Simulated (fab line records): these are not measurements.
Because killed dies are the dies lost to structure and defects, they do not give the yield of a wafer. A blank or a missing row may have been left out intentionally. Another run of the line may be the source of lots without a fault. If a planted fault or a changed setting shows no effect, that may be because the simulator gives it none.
fab line records | flow sky130
[record] lots = 7 | wafers = 21 | lastDay = 50
route steps=708 shown VT_ADJUST_LVTN@116 VT_ADJUST_NCORE@119 PAD_OPEN@708
lots that met no fault: taken from a fault-free run of the same line
startH: start of the lot's first displayed wafer, in hours after the record's first day | waitH: how many hours have passed since the lot's step before this one | " repeats the value in the row above | L1.1+2: a single row standing in for several wafers | - no value, or no start was given | * or withheld: withheld | < > ~ a bound
route shown NAME@n: a module of which the file shows steps, and the number in the route of the first | usual: mean/standard deviation taken from wafers without a fault | same: alike in all rows | chamber/n: place in a boat | sites: the reading at each site | _std_site: standard deviation across them | _edge_site: outer sites' mean less inner sites' | radiusMm: for every site, how far away it sits from the centre of the wafer | mask NAME#n: copy n | behind: tool/chamber where the wafer was last shaped | hold: why the lot went on hold/how many hours it stayed there/how the hold came to an end | device: transistor that didn't switch, given as n, p or np | end of line: the same wafers' tests at the end of the route | a step given without rows: its recipe and nothing more | killed: dies lost to structure and defects at the first sort, not the wafer's yield | map: a wafer's dies, x killed, . not, _ none there
set.NAME: the run value of the setting; set.NAME@STEP: its run value at that earlier step | model.NAME: the simulator's own value behind a step, which no gauge read
certain route steps with their lots: each step a table, each wafer a row
services: from which hour (startH, from the record's first day; less than 0 if before it) a tool's chamber was out of use, for how many hours, and why
[[steps]]
[step SKY_VT_ADJUST_LVTN_IMPLANT_19]
[recipe] species = B | energyKev = 30 | doseCm2 = 6.5e+11 | tiltDeg = withheld
[step SKY_VT_ADJUST_LVTN_STRIP_20]
[recipe] chemistry = O2/N2 | powerW = 1400 | pressureMtorr = 1500 | platenTempC = withheld | o2FlowSccm = 3000 | n2FlowSccm = 300 | overashFraction = 0.5
[usual] drypumpMotorCurrentA = 5.6/0.37 | oesProductAu = 0.716/0.004 | stripTimeToEndpointS = 14.19/0.042
lot.wafer | tool           | chamber | startH | waitH | drypumpMotorCurrentA | oesProductAu | rfHoursCounterH | stripTimeToEndpointS
L376.2    | plasmaAsher-04 | 0       | 184.92 | 0.1   | 5.5                  | 0.715        | 51              | 14.17
L376.4    | "              | 1       | "      | "     | 5.3                  | 0.711        | -               | 14.19
L376.6    | "              | 1       | "      | "     | 5.3                  | 0.725        | -               | 14.15
L380.3    | plasmaAsher-01 | 1       | 207.79 | 0.1   | 4.9                  | 0.716        | -               | 14.26
L380.5    | "              | 0       | "      | "     | 5.6                  | 0.719        | -               | 14.24
L380.6    | "              | 1       | "      | "     | 4.8                  | 0.726        | -               | 14.25
L381.1    | plasmaAsher-04 | 1       | 226.91 | 0.1   | 5.3                  | 0.720        | 55              | 14.21
L381.2    | "              | 0       | "      | "     | 5.6                  | 0.714        | 55              | 14.20
L381.4    | "              | 1       | "      | "     | 5.3                  | 0.712        | -               | 14.18
L387.2    | plasmaAsher-01 | 1       | 265.50 | 0.1   | 4.9                  | 0.721        | 57              | 14.21
L387.4    | "              | 0       | "      | "     | 5.6                  | 0.723        | -               | 14.23
L387.5    | "              | 1       | "      | "     | 4.9                  | 0.716        | -               | 14.25
L393.1    | plasmaAsher-02 | 1       | 309.86 | 0.1   | 6.0                  | 0.713        | 19              | 14.15
L393.2    | "              | 0       | "      | "     | 6.0                  | 0.717        | 19              | 14.14
L393.6    | "              | 0       | "      | "     | 6.0                  | 0.713        | -               | 14.18
L395.2    | plasmaAsher-01 | 1       | 319.29 | 0.1   | 4.9                  | 0.721        | 62              | 14.14
L395.4    | "              | 1       | "      | "     | 4.9                  | 0.718        | -               | 14.15
L395.5    | "              | 1       | "      | "     | 4.8                  | 0.723        | -               | 14.13
L394.4    | plasmaAsher-04 | 1       | 320.94 | 0.1   | 5.3                  | 0.705        | -               | 14.18
L394.5    | "              | 0       | "      | "     | 5.5                  | 0.712        | -               | 14.21
L394.6    | "              | 1       | "      | "     | 5.3                  | 0.707        | -               | 14.16
[step SKY_VT_ADJUST_LVTN_TW_MEAS_21]
[usual] VT_ADJUST_LVTN_2_TW = 188.5/2.3
lot.wafer | tool         | chamber | startH | waitH | VT_ADJUST_LVTN_2_TW
L376.2    | filmMetro-01 | -       | 185.03 | 0.1   | 190.1
L376.4    | "            | -       | "      | "     | 190.5
L376.6    | "            | -       | "      | "     | 190.4
L380.3    | filmMetro-04 | -       | 207.87 | 0.1   | 185.4
L380.5    | "            | -       | "      | "     | 186.1
L380.6    | "            | -       | "      | "     | 186.7
L381.1    | filmMetro-01 | -       | 227.01 | 0.1   | 189.2
L381.2    | "            | -       | "      | "     | 188.8
L381.4    | "            | -       | "      | "     | 190.3
L387.2    | filmMetro-01 | -       | 265.61 | 0.1   | 188.9
L387.4    | "            | -       | "      | "     | 189.2
L387.5    | "            | -       | "      | "     | 188.0
L393.1    | filmMetro-02 | -       | 309.96 | 0.1   | 192.4
L393.2    | "            | -       | "      | "     | 192.9
L393.6    | "            | -       | "      | "     | 191.5
L395.2    | filmMetro-04 | -       | 319.40 | 0.1   | 186.2
L395.4    | "            | -       | "      | "     | 186.3
L395.5    | "            | -       | "      | "     | 185.8
L394.4    | filmMetro-01 | -       | 321.04 | 0.1   | 188.7
L394.5    | "            | -       | "      | "     | 189.5
L394.6    | "            | -       | "      | "     | 190.4
[step SKY_VT_ADJUST_NCORE_DEHYDRATE_00]
[recipe] tempC = 200 | timeS = 60
[step SKY_VT_ADJUST_NCORE_HMDS_01]
[recipe] primeTimeS = 60 | primeTempC = 120
[step SKY_VT_ADJUST_NCORE_COAT_02]
[recipe] resist = NOVOLAK | spinRpm = 3000 | resistThkNm = 1140
[step SKY_VT_ADJUST_NCORE_SOFTBAKE_03]
[recipe] tempC = 90 | timeS = 60 | resist = NOVOLAK
[step SKY_VT_ADJUST_NCORE_EXPOSE_04]
[recipe] maskId = LVTN_COMPLEMENT_THIN | na = 0.6 | sourceShape = conventional | sigmaOuter = 0.6 | polarization = unpolarized | targetCdNm = 380 | doseMj = 139
[step SKY_VT_ADJUST_NCORE_PEB_05]
[recipe] tempC = withheld | timeS = * | resist = NOVOLAK
[step SKY_VT_ADJUST_NCORE_DEVELOP_06]
[recipe] resist = NOVOLAK | developer = TMAH | developTimeS = 60 | devTempC = 23
[step SKY_VT_ADJUST_NCORE_CD_MEAS_07]
[recipe] targetCdNm = 380
[usual] cdNm = 379.7/2.7
lot.wafer | tool     | chamber | startH | waitH | cdNm
L376.2    | cdSem-02 | -       | 206.04 | 0.1   | 380.8
L376.4    | "        | -       | "      | "     | 383.1
L376.6    | "        | -       | "      | "     | 382.6
L380.3    | cdSem-01 | -       | 230.72 | 0.1   | 380.1
L380.5    | "        | -       | "      | "     | 379.7
L380.6    | "        | -       | "      | "     | 378.1
L381.1    | cdSem-02 | -       | 250.73 | 0.1   | 381.8
L381.2    | "        | -       | "      | "     | 382.4
L381.4    | "        | -       | "      | "     | 382.7
L387.2    | cdSem-02 | -       | 290.16 | 0.1   | 381.0
L387.4    | "        | -       | "      | "     | 383.9
L387.5    | "        | -       | "      | "     | 382.6
L393.1    | cdSem-02 | -       | 335.83 | 0.1   | 384.6
L393.2    | "        | -       | "      | "     | 382.6
L393.6    | "        | -       | "      | "     | 383.4
L395.2    | cdSem-02 | -       | 345.66 | 0.1   | 378.6
L395.4    | "        | -       | "      | "     | 378.2
L395.5    | "        | -       | "      | "     | 377.8
L394.4    | cdSem-01 | -       | 347.34 | 0.1   | 377.1
L394.5    | "        | -       | "      | "     | 377.7
L394.6    | "        | -       | "      | "     | 376.4
[step SKY_VT_ADJUST_NCORE_OVL_MEAS_08]
[usual] VT_ADJUST_NCORE_OVL = 0.6/1.4
lot.wafer | tool       | chamber | startH | waitH | VT_ADJUST_NCORE_OVL[nm]
L376.2    | overlay-02 | -       | 206.14 | 0.1   | -0.4
L376.4    | "          | -       | "      | "     | -0.9
L376.6    | "          | -       | "      | "     | 0.7
L380.3    | overlay-02 | -       | 230.82 | 0.1   | 1.2
L380.5    | "          | -       | "      | "     | 1.1
L380.6    | "          | -       | "      | "     | 1.0
L381.1    | overlay-01 | -       | 250.85 | 0.1   | 1.3
L381.2    | "          | -       | "      | "     | 1.1
L381.4    | "          | -       | "      | "     | 1.2
L387.2    | overlay-01 | -       | 290.26 | 0.1   | -0.8
L387.4    | "          | -       | "      | "     | -0.1
L387.5    | "          | -       | "      | "     | 0.0
L393.1    | overlay-01 | -       | 335.95 | 0.1   | 0.8
L393.2    | "          | -       | "      | "     | -1.7
L393.6    | "          | -       | "      | "     | 1.4
L395.2    | overlay-01 | -       | 345.76 | 0.1   | -0.5
L395.4    | "          | -       | "      | "     | 0.3
L395.5    | "          | -       | "      | "     | 0.1
L394.4    | overlay-02 | -       | 347.42 | 0.1   | -0.4
L394.5    | "          | -       | "      | "     | -1.1
L394.6    | "          | -       | "      | "     | 0.0
[step SKY_VT_ADJUST_NCORE_IMPLANT_09]
[recipe] species = B | energyKev = 10 | doseCm2 = 2.4e+12 | tiltDeg = withheld
[usual] beamEnergyKeV = 9.9995/0.0029
lot.wafer | tool         | chamber | startH | waitH | beamEnergyKeV | model.implant.rpNm | model.implant.drpNm
L376.2    | implanter-04 | 0       | 206.20 | 0.0   | 10.003        | 33.3               | 17.11
L376.4    | "            | 0       | "      | "     | 10.003        | 33.3               | 17.11
L376.6    | "            | 0       | "      | "     | 10.003        | 33.3               | 17.11
L380.3    | implanter-01 | 0       | 230.89 | 0.1   | 9.9991        | 32.99              | 17.11
L380.5    | "            | 0       | "      | "     | 9.9973        | 32.99              | 17.11
L380.6    | "            | 0       | "      | "     | 9.9987        | 32.99              | 17.11
L381.1    | implanter-01 | 0       | 250.89 | 0.0   | 9.9998        | 32.71              | 17.11
L381.2    | "            | 0       | "      | "     | 10.001        | 32.71              | 17.11
L381.4    | "            | 0       | "      | "     | 10.002        | 32.71              | 17.11
L387.2    | implanter-01 | 0       | 290.32 | 0.0   | 9.9999        | 33.25              | 17.11
L387.4    | "            | 0       | "      | "     | 10.000        | 33.25              | 17.11
L387.5    | "            | 0       | "      | "     | 9.9994        | 33.25              | 17.11
L393.1    | implanter-04 | 0       | 335.99 | 0.0   | 7.7546        | 26.83              | 14.32
L393.2    | "            | 0       | "      | "     | 7.7501        | 26.83              | 14.32
L393.6    | "            | 0       | "      | "     | 7.7530        | 26.83              | 14.32
L395.2    | implanter-04 | 0       | 345.82 | 0.0   | 7.7529        | 26.44              | 14.32
L395.4    | "            | 0       | "      | "     | 7.7561        | 26.44              | 14.32
L395.5    | "            | 0       | "      | "     | 7.7529        | 26.44              | 14.32
L394.4    | implanter-04 | 0       | 347.52 | 0.1   | 7.7579        | 27.66              | 14.32
L394.5    | "            | 0       | "      | "     | 7.7540        | 27.66              | 14.32
L394.6    | "            | 0       | "      | "     | 7.7557        | 27.66              | 14.32
[step SKY_VT_ADJUST_NCORE_STRIP_10]
[recipe] chemistry = O2/N2 | powerW = 1400 | pressureMtorr = 1500 | platenTempC = withheld | o2FlowSccm = 3000 | n2FlowSccm = 300 | overashFraction = 0.5
[usual] drypumpMotorCurrentA = 5.6/0.41 | oesProductAu = 0.715/0.0045 | stripTimeToEndpointS = 14.19/0.035
lot.wafer | tool           | chamber | startH | waitH | drypumpMotorCurrentA | oesProductAu | rfHoursCounterH | stripTimeToEndpointS
L376.2    | plasmaAsher-01 | 1       | 206.32 | 0.1   | 4.9                  | 0.718        | 51              | 14.23
L376.4    | "              | 1       | "      | "     | 4.8                  | 0.714        | -               | 14.24
L376.6    | "              | 1       | "      | "     | 4.9                  | 0.712        | -               | 14.24
L380.3    | plasmaAsher-01 | 1       | 231.02 | 0.1   | 4.9                  | 0.715        | -               | 14.18
L380.5    | "              | 1       | "      | "     | 4.9                  | 0.712        | -               | 14.22
L380.6    | "              | 0       | "      | "     | 5.6                  | 0.715        | -               | 14.21
L381.1    | plasmaAsher-03 | 0       | 251.04 | 0.1   | 5.8                  | 0.721        | 43              | 14.14
L381.2    | "              | 1       | "      | "     | 5.8                  | 0.714        | 43              | 14.18
L381.4    | "              | 0       | "      | "     | 5.9                  | 0.711        | -               | 14.15
L387.2    | plasmaAsher-02 | 0       | 290.44 | 0.1   | 6.0                  | 0.714        | 17              | 14.20
L387.4    | "              | 0       | "      | "     | 6.0                  | 0.718        | -               | 14.17
L387.5    | "              | 0       | "      | "     | 6.0                  | 0.720        | -               | 14.18
L393.1    | plasmaAsher-03 | 1       | 336.14 | 0.1   | 5.7                  | 0.719        | 51              | 14.18
L393.2    | "              | 0       | "      | "     | 5.8                  | 0.714        | 51              | 14.15
L393.6    | "              | 0       | "      | "     | 5.9                  | 0.719        | -               | 14.20
L395.2    | plasmaAsher-03 | 1       | 345.94 | 0.1   | 5.7                  | 0.713        | 52              | 14.18
L395.4    | "              | 1       | "      | "     | 5.7                  | 0.696        | -               | 14.20
L395.5    | "              | 1       | "      | "     | 5.7                  | 0.708        | -               | 14.17
L394.4    | plasmaAsher-03 | 0       | 347.62 | 0.1   | 5.9                  | 0.720        | -               | 14.20
L394.5    | "              | 0       | "      | "     | 5.9                  | 0.722        | -               | 14.23
L394.6    | "              | 1       | "      | "     | 5.8                  | 0.707        | -               | 14.24
[step SKY_VT_ADJUST_NCORE_TW_MEAS_11]
[usual] VT_ADJUST_NCORE_TW = 219.6/2.9
lot.wafer | tool         | chamber | startH | waitH | hold                    | VT_ADJUST_NCORE_TW
L376.2    | filmMetro-03 | -       | 206.43 | 0.1   | -                       | 215.4
L376.4    | "            | -       | "      | "     | -                       | 215.7
L376.6    | "            | -       | "      | "     | -                       | 215.7
L380.3    | filmMetro-01 | -       | 231.11 | 0.1   | -                       | 220.7
L380.5    | "            | -       | "      | "     | -                       | 220.3
L380.6    | "            | -       | "      | "     | -                       | 220.3
L381.1    | filmMetro-02 | -       | 251.14 | 0.1   | -                       | 223.1
L381.2    | "            | -       | "      | "     | -                       | 222.7
L381.4    | "            | -       | "      | "     | -                       | 223.3
L387.2    | filmMetro-02 | -       | 290.55 | 0.1   | -                       | 222.9
L387.4    | "            | -       | "      | "     | -                       | 223.1
L387.5    | "            | -       | "      | "     | -                       | 224.0
L393.1    | filmMetro-03 | -       | 336.24 | 0.1   | awaitDispo/0.2h/release | 204.9
L393.2    | "            | -       | "      | "     | awaitDispo/0.2h/release | 203.7
L393.6    | "            | -       | "      | "     | awaitDispo/0.2h/release | 204.8
L393.1    | filmMetro-03 | -       | 336.47 | 0.2   | -                       | 205.1
L393.2    | "            | -       | "      | "     | -                       | 205.3
L393.6    | "            | -       | "      | "     | -                       | 204.7
L395.2    | filmMetro-03 | -       | 346.05 | 0.1   | awaitDispo/0.2h/release | 204.5
L395.4    | "            | -       | "      | "     | awaitDispo/0.2h/release | 204.9
L395.5    | "            | -       | "      | "     | awaitDispo/0.2h/release | 204.9
L395.2    | filmMetro-03 | -       | 346.28 | 0.2   | -                       | 205.1
L395.4    | "            | -       | "      | "     | -                       | 204.2
L395.5    | "            | -       | "      | "     | -                       | 205.2
L394.4    | filmMetro-01 | -       | 347.72 | 0.1   | awaitDispo/0.2h/release | 209.0
L394.5    | "            | -       | "      | "     | awaitDispo/0.2h/release | 207.8
L394.6    | "            | -       | "      | "     | awaitDispo/0.2h/release | 208.4
L394.4    | filmMetro-01 | -       | 347.95 | 0.2   | -                       | 208.2
L394.5    | "            | -       | "      | "     | -                       | 207.5
L394.6    | "            | -       | "      | "     | -                       | 208.9
[step SKY_PAD_OPEN_PROBE_99]
[usual] killed_at_M0_to_M3 = 43/6.2 | killed_at_M4_up = 2.8/1.7 | killedAtContacts = 24/4.8 | killedAtFrontEnd = 15/4.3 | killedAtOther = 0.3/0.55 | killedDies = 85/8.4 | killedOpen = 46/6.7 | killedShort = 38/6.2
[same] grossDies = 492 | killedAtBackSide = 0
lot.wafer | tool      | chamber | startH  | waitH | killed_at_M0_to_M3 | killed_at_M4_up | killedAtContacts | killedAtFrontEnd | killedAtOther | killedDies | killedOpen | killedShort | model.etest.nfet_16v.rOnOhmUm | model.etest.resPwellUnderGate.rsOhmSq | model.etest.pfetG5v0d10v5.offLog10AUm | model.etest.pfetG5v0d10v5.vtSatV | model.etest.pfet_16v.vtV | model.etest.pfetG5v0d10v5.vtV | model.etest.pfetG5v0d10v5.vtLongV | model.etest.nfetG5v0d10v5.bodyRiseV
L376.2    | prober-01 | -       | 1097.38 | 0.1   | 41                 | 2               | 28               | 8                | 0             | 79         | 42         | 36          | 1.399e+04                     | 2302                                  | -12.31                                | -0.6109                          | -1.092                   | -0.8062                       | -0.9218                           | 0.6747
L376.4    | prober-01 | -       | 1097.48 | 0.2   | 50                 | 2               | 16               | 16               | 2             | 86         | 51         | 35          | 1.409e+04                     | 2308                                  | -12.79                                | -0.6684                          | -1.105                   | -0.8632                       | -0.9348                           | 0.675
L376.6    | prober-01 | -       | 1097.58 | 0.2   | 40                 | 7               | 35               | 15               | 1             | 98         | 44         | 54          | 1.409e+04                     | 2309                                  | -12.66                                | -0.6418                          | -1.106                   | -0.838                        | -0.9314                           | 0.6795
L380.3    | prober-01 | -       | 1116.67 | 0.2   | 34                 | 2               | 41               | 21               | 0             | 98         | 64         | 34          | 1.412e+04                     | 2266                                  | -12.54                                | -0.639                           | -1.109                   | -0.8316                       | -0.9386                           | 0.6734
L380.5    | prober-01 | -       | 1116.77 | 0.2   | 50                 | 6               | 28               | 16               | 0             | 100        | 40         | 60          | 1.402e+04                     | 2302                                  | -12.39                                | -0.6248                          | -1.105                   | -0.8156                       | -0.931                            | 0.6775
L380.6    | prober-01 | -       | 1116.82 | 0.2   | 37                 | 4               | 28               | 14               | 1             | 84         | 52         | 32          | 1.412e+04                     | 2279                                  | -12.66                                | -0.6508                          | -1.108                   | -0.8466                       | -0.9371                           | 0.6813
L381.1    | prober-02 | -       | 1125.41 | 0.1   | 42                 | 6               | 20               | 18               | 0             | 86         | 51         | 35          | 1.412e+04                     | 2275                                  | -12.88                                | -0.6791                          | -1.139                   | -0.8685                       | -0.9608                           | 0.6748
L381.2    | prober-02 | -       | 1125.46 | 0.1   | 45                 | 2               | 24               | 16               | 0             | 87         | 47         | 40          | 1.381e+04                     | 2273                                  | -12.64                                | -0.6405                          | -1.123                   | -0.8336                       | -0.9507                           | 0.6604
L381.4    | prober-02 | -       | 1125.56 | 0.2   | 50                 | 3               | 22               | 27               | 0             | 102        | 55         | 47          | 1.402e+04                     | 2265                                  | -12.89                                | -0.6653                          | -1.13                    | -0.8543                       | -0.9554                           | 0.6731
L387.2    | prober-02 | -       | 1156.50 | 0.1   | 50                 | 1               | 28               | 16               | 1             | 96         | 54         | 42          | 1.378e+04                     | 2311                                  | -13.15                                | -0.6958                          | -1.136                   | -0.8726                       | -0.9641                           | 0.6644
L387.4    | prober-02 | -       | 1156.60 | 0.2   | 37                 | 5               | 18               | 14               | 0             | 74         | 42         | 30          | 1.375e+04                     | 2284                                  | -13.15                                | -0.695                           | -1.14                    | -0.875                        | -0.9641                           | 0.6623
L387.5    | prober-02 | -       | 1156.65 | 0.2   | 35                 | 2               | 20               | 16               | 0             | 73         | 43         | 30          | 1.367e+04                     | 2308                                  | -13.04                                | -0.6764                          | -1.134                   | -0.8554                       | -0.9567                           | 0.6586
L393.1    | prober-01 | -       | 1195.09 | 0.1   | 45                 | 7               | 17               | 14               | 0             | 83         | 45         | 38          | 1.354e+04                     | 2305                                  | -13.34                                | -0.7169                          | -1.154                   | -0.8868                       | -0.9745                           | 0.6338
L393.2    | prober-01 | -       | 1195.14 | 0.1   | 54                 | 3               | 16               | 14               | 0             | 87         | 46         | 41          | 1.346e+04                     | 2306                                  | -13.32                                | -0.7107                          | -1.141                   | -0.8832                       | -0.9615                           | 0.6304
L393.6    | prober-01 | -       | 1195.34 | 0.2   | 39                 | 2               | 26               | 10               | 0             | 77         | 36         | 41          | 1.372e+04                     | 2295                                  | -13.16                                | -0.6989                          | -1.152                   | -0.8703                       | -0.9721                           | 0.6374
L395.2    | prober-01 | -       | 1197.98 | 0.1   | 42                 | 2               | 30               | 9                | 1             | 84         | 48         | 36          | 1.376e+04                     | 2328                                  | -13.05                                | -0.6661                          | -1.149                   | -0.8459                       | -0.9689                           | 0.6525
L395.4    | prober-01 | -       | 1198.08 | 0.2   | 45                 | 1               | 20               | 9                | 0             | 75         | 45         | 30          | 1.384e+04                     | 2324                                  | -13.11                                | -0.692                           | -1.158                   | -0.8675                       | -0.9747                           | 0.6645
L395.5    | prober-01 | -       | 1198.13 | 0.2   | 36                 | 2               | 28               | 21               | 0             | 87         | 51         | 36          | 1.375e+04                     | 2312                                  | -13.19                                | -0.6917                          | -1.155                   | -0.8677                       | -0.9758                           | 0.6548
L394.4    | prober-01 | -       | 1202.95 | 0.2   | 54                 | 7               | 23               | 17               | 0             | 101        | 56         | 45          | 1.378e+04                     | 2322                                  | -13.26                                | -0.7122                          | -1.153                   | -0.8799                       | -0.9785                           | 0.6554
L394.5    | prober-01 | -       | 1203.00 | 0.2   | 44                 | 1               | 19               | 20               | 1             | 85         | 44         | 41          | 1.367e+04                     | 2309                                  | -13.34                                | -0.7153                          | -1.158                   | -0.8835                       | -0.9759                           | 0.657
L394.6    | prober-01 | -       | 1203.05 | 0.2   | 37                 | 4               | 24               | 13               | 0             | 78         | 41         | 37          | 1.394e+04                     | 2316                                  | -13.26                                | -0.7188                          | -1.157                   | -0.8899                       | -0.9798                           | 0.6633
// killed by level:class
L376.2 CONTACT:geometricParticle:open=9 LOCAL_INTERCONNECT:geometricParticle:short=8 VIA3:geometricParticle:open=8 METAL2:geometricParticle:short=7 VIA1:geometricParticle:open=7 VIA2:geometricParticle:open=6 CONTACT:geometricParticle:short=5 LI_CONTACT:geometricParticle:open=4
L376.4 VIA1:geometricParticle:open=14 VIA3:geometricParticle:open=8 METAL2:geometricParticle:short=6 VIA2:geometricParticle:open=6 FIELD_ISO:geometricParticle:short=5 POLY_GATE:geometricParticle:open=4 LI_CONTACT:geometricParticle:open=4 CONTACT:geometricParticle:open=4
L376.6 LI_CONTACT:geometricParticle:open=10 METAL1:geometricParticle:short=8 VIA3:geometricParticle:open=8 CONTACT:geometricParticle:open=7 LI_CONTACT:geometricParticle:short=7 VIA1:geometricParticle:open=7 LOCAL_INTERCONNECT:geometricParticle:short=6 METAL2:geometricParticle:short=6
L380.3 LI_CONTACT:geometricParticle:open=18 CONTACT:geometricParticle:open=11 FIELD_ISO:geometricParticle:open=7 VIA2:geometricParticle:open=6 SPACER:geometricParticle:open=5 VIA3:geometricParticle:open=5 VIA1:geometricParticle:short=5 METAL2:geometricParticle:short=5
L380.5 LI_CONTACT:geometricParticle:short=9 VIA1:geometricParticle:open=8 CONTACT:geometricParticle:open=8 VIA1:geometricParticle:short=8 METAL2:geometricParticle:short=8 POLY_GATE:geometricParticle:short=7 CONTACT:geometricParticle:short=7 VIA3:geometricParticle:short=7
L380.6 CONTACT:geometricParticle:open=11 VIA1:geometricParticle:open=10 LI_CONTACT:geometricParticle:open=10 VIA3:geometricParticle:open=6 FIELD_ISO:geometricParticle:open=4 POLY_GATE:geometricParticle:short=4 CONTACT:geometricParticle:short=4 VIA1:geometricParticle:short=4
L381.1 VIA1:geometricParticle:open=14 VIA2:geometricParticle:open=12 POLY_GATE:geometricParticle:open=5 LOCAL_INTERCONNECT:geometricParticle:short=5 CONTACT:geometricParticle:open=5 FIELD_ISO:geometricParticle:open=4 LI_CONTACT:geometricParticle:open=4 VIA2:geometricParticle:short=4
L381.2 CONTACT:geometricParticle:open=10 VIA1:geometricParticle:open=8 FIELD_ISO:geometricParticle:short=7 LI_CONTACT:geometricParticle:open=6 METAL1:geometricParticle:short=6 VIA2:geometricParticle:open=6 VIA3:geometricParticle:short=6 VIA3:geometricParticle:open=6
L381.4 VIA1:geometricParticle:open=13 FIELD_ISO:geometricParticle:short=9 CONTACT:geometricParticle:open=9 FIELD_ISO:geometricParticle:open=8 VIA3:geometricParticle:open=8 CONTACT:geometricParticle:short=7 POLY_GATE:geometricParticle:short=5 METAL2:geometricParticle:short=5
L387.2 VIA1:geometricParticle:open=10 METAL2:geometricParticle:short=10 LI_CONTACT:geometricParticle:open=9 CONTACT:geometricParticle:open=8 VIA2:geometricParticle:open=6 VIA3:geometricParticle:open=6 CONTACT:geometricParticle:short=5 VIA1:geometricParticle:short=5
L387.4 VIA1:geometricParticle:open=11 CONTACT:geometricParticle:open=10 VIA3:geometricParticle:open=8 VIA1:geometricParticle:short=6 METAL2:geometricParticle:short=6 FIELD_ISO:geometricParticle:open=4 FIELD_ISO:geometricParticle:short=4 LI_CONTACT:geometricParticle:short=3
L387.5 CONTACT:geometricParticle:open=11 VIA1:geometricParticle:open=9 FIELD_ISO:geometricParticle:open=7 VIA1:geometricParticle:short=7 VIA2:geometricParticle:open=5 METAL1:geometricParticle:short=5 LI_CONTACT:geometricParticle:open=4 FIELD_ISO:geometricParticle:short=3
L393.1 VIA1:geometricParticle:open=12 VIA2:geometricParticle:open=10 VIA1:geometricParticle:short=8 LOCAL_INTERCONNECT:geometricParticle:short=6 CONTACT:geometricParticle:open=6 METAL4:geometricParticle:short=6 VIA3:geometricParticle:open=5 POLY_GATE:geometricParticle:open=5
L393.2 VIA1:geometricParticle:open=17 METAL1:geometricParticle:short=10 LI_CONTACT:geometricParticle:open=8 POLY_GATE:geometricParticle:short=5 VIA1:geometricParticle:short=5 METAL2:geometricParticle:short=5 LI_CONTACT:geometricParticle:short=4 VIA2:geometricParticle:open=4
L393.6 LI_CONTACT:geometricParticle:open=8 VIA1:geometricParticle:open=7 CONTACT:geometricParticle:short=6 METAL1:geometricParticle:short=5 VIA1:geometricParticle:short=5 METAL3:geometricParticle:short=5 LI_CONTACT:geometricParticle:short=4 CONTACT:geometricParticle:open=4
L395.2 CONTACT:geometricParticle:open=12 VIA3:geometricParticle:open=10 VIA1:geometricParticle:open=8 LI_CONTACT:geometricParticle:open=8 VIA1:geometricParticle:short=6 METAL1:geometricParticle:short=5 LI_CONTACT:geometricParticle:short=4 CONTACT:geometricParticle:short=4
L395.4 VIA1:geometricParticle:open=8 VIA2:geometricParticle:open=8 LI_CONTACT:geometricParticle:open=7 VIA3:geometricParticle:open=7 METAL2:geometricParticle:short=6 FIELD_ISO:geometricParticle:short=5 CONTACT:geometricParticle:open=5 METAL1:geometricParticle:short=4
L395.5 CONTACT:geometricParticle:open=12 VIA1:geometricParticle:open=9 LI_CONTACT:geometricParticle:open=7 VIA3:geometricParticle:open=7 SPACER:geometricParticle:short=6 METAL1:geometricParticle:short=6 LI_CONTACT:geometricParticle:short=5 FIELD_ISO:geometricParticle:open=4
L394.4 VIA2:geometricParticle:open=16 METAL1:geometricParticle:short=10 VIA3:geometricParticle:open=8 LI_CONTACT:geometricParticle:open=7 VIA1:geometricParticle:open=7 METAL4:geometricParticle:short=6 FIELD_ISO:geometricParticle:open=5 CONTACT:geometricParticle:short=5
L394.5 CONTACT:geometricParticle:open=9 VIA3:geometricParticle:open=9 VIA1:geometricParticle:open=8 FIELD_ISO:geometricParticle:short=7 FIELD_ISO:geometricParticle:open=6 METAL1:geometricParticle:short=6 VIA3:geometricParticle:short=5 LI_CONTACT:geometricParticle:open=4
L394.6 LI_CONTACT:geometricParticle:open=10 METAL2:geometricParticle:short=9 CONTACT:geometricParticle:open=8 VIA2:geometricParticle:open=8 POLY_GATE:geometricParticle:short=5 VIA1:geometricParticle:open=5 METAL1:geometricParticle:short=4 POLY_GATE:geometricParticle:open=3
[[services]]
tool           | chamber | startH | hours | kind
implanter-04   | -       | 179.91 | 3.7   | pm
plasmaAsher-04 | -       | 180.69 | 1.7   | repair
implanter-01   | -       | 184.25 | 1.6   | repair
plasmaAsher-01 | -       | 199.77 | 3.3   | repair
plasmaAsher-03 | -       | 201.46 | 2.2   | repair
implanter-01   | -       | 213.52 | 5.8   | pm
implanter-04   | -       | 222.29 | 4.8   | repair
plasmaAsher-02 | -       | 253.87 | 2.8   | pm
plasmaAsher-04 | -       | 256.23 | 1.2   | repair
plasmaAsher-04 | -       | 276.41 | 7.3   | repair
plasmaAsher-03 | -       | 323.88 | 0.4   | repair
plasmaAsher-01 | -       | 340.91 | 1.2   | repair
implanter-04   | -       | 341.35 | 2.0   | repair
[[key]]
[firstSign] step = SKY_VT_ADJUST_NCORE_IMPLANT_09 | reading = beamEnergyKeV | direction = down | sigmas = 99+ | usual = * | struck = *
[effect] step = SKY_VT_ADJUST_NCORE_TW_MEAS_11 | reading = visit | direction = added
[modelEffect] step = SKY_VT_ADJUST_NCORE_IMPLANT_09 | value = implant.rpNm | without = 33.22 | struck = 26.98
[modelEffect] step = SKY_PAD_OPEN_PROBE_99 | value = etest.nfet_16v.rOnOhmUm | without = 1.407e+04 | struck = 1.372e+04
metAt SKY_VT_ADJUST_NCORE_IMPLANT_09
struckWafers L393.1,L393.2,L393.6,L394.4,L394.5,L394.6,L395.2,L395.4,L395.5
testerLeftOut L393,L394,L395
onsetBetween 206.20 335.99
[fault] kind = processParameterDrift | tool = implanter-04 | chamber = - | onsetH = 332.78 | steps = SKY_VT_ADJUST_NCORE_IMPLANT_09 | channel = energyKev | offset = * | shape = step | endH = 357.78 | actsIn = * | stated = *
// testerLeftOut: of these lots the tester's yield and bins aren't shown, on N5 and GAA mostly nor the transistor test; their killed dies are dies lost to structure and defects alone, not to doping, threshold or leakage, so they don't give the yield
